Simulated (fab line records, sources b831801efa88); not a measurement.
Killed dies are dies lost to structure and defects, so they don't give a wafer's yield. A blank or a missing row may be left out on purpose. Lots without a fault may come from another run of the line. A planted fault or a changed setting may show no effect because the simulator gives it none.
Chamber matching | flow sky130 | SKY_CAPM_CVD_00 on pecvd-03: 3 sister chambers
The step deposits SiO2, target thk 15.5 nm. 6 wafers are shown with their chamber, then 9 later ones without.

WAFERS WITH THEIR CHAMBER
wafer  | chamber | heater_power_w (W)
L090.1 | 2       | 711
L090.2 | 0       | 625
L090.3 | 1       | 868
L090.4 | 1       | 855
L090.5 | 2       | 710
L090.6 | 0       | 637

WAFERS WITHOUT THEIR CHAMBER
wafer  | heater_power_w (W)
L091.2 | 664
L091.3 | 734
L091.5 | 740
L092.1 | 854
L092.2 | 739
L092.6 | 877
L096.3 | 726
L096.5 | 848
L096.6 | 738

WHICH CHAMBER EACH WENT THROUGH
wafer  | from the rows above     | in truth
L091.2 | can't be placed: 0 or 2 | 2
L091.3 | 2                       | 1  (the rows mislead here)
L091.5 | 2                       | 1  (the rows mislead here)
L092.1 | 1                       | 1
L092.2 | 2                       | 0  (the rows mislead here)
L092.6 | 1                       | 1
L096.3 | 2                       | 2
L096.5 | 1                       | 1
L096.6 | 2                       | 2
Placed correctly: 5 of 9. Can't be placed from these rows: 1 (the true chamber is among the candidates in 1). Placed wrongly: 3.
How it was worked out, from the rows above alone: a wafer's distance from a chamber is the root of the sum, over the readings, of the square of ((its reading less the chamber's mean) divided by the reading's scatter). The wafer belongs to the nearest chamber; if the next one is less than 2 further off, it can't be placed. A chamber's mean is the mean of its shown wafers. The scatter: the root of (the sum of the squares of (reading less its chamber's mean) over the shown wafers, divided by (wafers less chambers)).
